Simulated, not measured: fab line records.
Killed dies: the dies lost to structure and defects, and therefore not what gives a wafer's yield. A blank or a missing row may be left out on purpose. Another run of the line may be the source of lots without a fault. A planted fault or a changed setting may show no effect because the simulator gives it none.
Which tool is to blame? || flow sky130 || route of 708 steps, sampled at 1 step: 11 lots, 33 wafers

== WHAT THE GAUGES READ, wafer by wafer ==
SKY_NWELL_OVL_MEAS_23. Usual: NWELL_01_OVL -0.9 nm, standard deviation 1.4.
{"lot": "L645", "measured": "day 5 16:47", "on": "overlay-02", "NWELL_01_OVL (nm)": "-0.2 0.9 0.3", "flag": ""}
{"lot": "L646", "measured": "day 5 17:07", "on": "overlay-01", "NWELL_01_OVL (nm)": "-0.3 -0.2 0.2", "flag": ""}
{"lot": "L647", "measured": "day 6 01:14", "on": "overlay-02", "NWELL_01_OVL (nm)": "-0.5 -0.5 -2.6", "flag": ""}
{"lot": "L649", "measured": "day 6 14:52", "on": "overlay-01", "NWELL_01_OVL (nm)": "-1.7 -1.0 -0.3", "flag": ""}
{"lot": "L657", "measured": "day 8 13:01", "on": "overlay-01", "NWELL_01_OVL (nm)": "-1.1 0.2 1.7", "flag": ""}
{"lot": "L658", "measured": "day 8 18:08", "on": "overlay-02", "NWELL_01_OVL (nm)": "-1.9 -2.7 -2.6", "flag": ""}
{"lot": "L661", "measured": "day 9 15:19", "on": "overlay-02", "NWELL_01_OVL (nm)": "0.8 1.1 2.1", "flag": ""}
{"lot": "L663", "measured": "day 10 02:31", "on": "overlay-02", "NWELL_01_OVL (nm)": "-1.8 -2.9 -0.6", "flag": ""}
{"lot": "L664", "measured": "day 10 07:25", "on": "overlay-01", "NWELL_01_OVL (nm)": "-1.6 -2.7 0.1", "flag": ""}
{"lot": "L665", "measured": "day 10 13:58", "on": "overlay-01", "NWELL_01_OVL (nm)": "-1.2 -0.7 0.3", "flag": ""}
{"lot": "L667", "measured": "day 11 06:56", "on": "overlay-01", "NWELL_01_OVL (nm)": "-2.9 -0.9 -0.7", "flag": ""}

== WHAT TOOL EACH LOT RAN ON (gives the tool, then ch and the chambers of the sampled wafers, and finally the start) ==
No process step before these readings appears in the record.

== AS READ BY THE TOOLS THEMSELVES (means over the sampled wafers that have a number; for cases with no such wafer, the mark the record gives instead) ==
The record holds no such reading with a usual standard deviation.

== THE ANSWER, worked out from the rows above alone ==
Rule: take the mean of a lot's wafers that have a number; if it is more than 3 standard deviations from the usual mean, the lot is off. Also off: a lot with no number at a reading for which 4 or more lots have one. Where the step has rows for the other lots, those lots are counted as sound. The gauges are gone through in route order, then the tools' own readings, and for those a lot's mean is taken as printed above. At the first step where some lot is off, the reading lying furthest off is the one used; lots without a number count as furthest.
Across all readings shown, no lot is off: no conclusion can be drawn from this.

== WHAT THE SIMULATOR PUT IN ==
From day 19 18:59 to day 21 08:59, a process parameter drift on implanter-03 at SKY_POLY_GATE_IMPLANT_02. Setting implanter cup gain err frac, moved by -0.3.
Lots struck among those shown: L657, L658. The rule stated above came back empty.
